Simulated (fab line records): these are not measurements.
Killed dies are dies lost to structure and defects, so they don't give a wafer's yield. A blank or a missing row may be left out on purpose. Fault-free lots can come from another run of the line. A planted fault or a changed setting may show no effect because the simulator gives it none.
Matching of chambers	flow sky130	SKY_CONTACT_ETCH_16 on rieDiel-01: 4 sister chambers
The step etches BARC in N2/H2, stops on SiO2, time 45.9 s, target depth 60 nm. 4 wafers are shown with their chamber, then 9 later ones without.

## WAFERS WITH THEIR CHAMBER
wafer	chamber	drypumpMotorCurrentA (A)
L078.5	1	6.17
L089.1	0	5.66
L089.2	3	6.25
L089.6	2	5.58

## WAFERS MISSING THEIR CHAMBER
wafer	drypumpMotorCurrentA (A)
L091.3	5.67
L091.4	5.54
L091.5	5.67
L092.2	5.69
L092.3	6.23
L092.5	6.23
L097.1	5.67
L097.4	6.22
L097.6	5.67

## WHICH CHAMBER EACH WENT THROUGH
wafer	from the rows above	in truth
L091.3	0	0
L091.4	2	2
L091.5	0	0
L092.2	0	0
L092.3	can't be placed: 3 or 1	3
L092.5	can't be placed: 3 or 1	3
L097.1	0	0
L097.4	can't be placed: 3 or 1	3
L097.6	0	0
6 of 9 placed correctly. From these rows, 3 cannot be placed; in 3 the true chamber is one of the candidates. Placed wrongly: 0.
How it was worked out, from the rows above alone: a wafer's distance from a chamber is the root of the sum, over the readings, of the square of ((its reading less the chamber's mean) divided by the reading's scatter). The wafer belongs to the nearest chamber; if the next one is less than 2 further off, it can't be placed. The mean given for a chamber averages the wafers shown for that chamber. The scatter: with one shown wafer a chamber, the root of the mean of the squares of how far each hidden wafer lies from its nearest shown one.
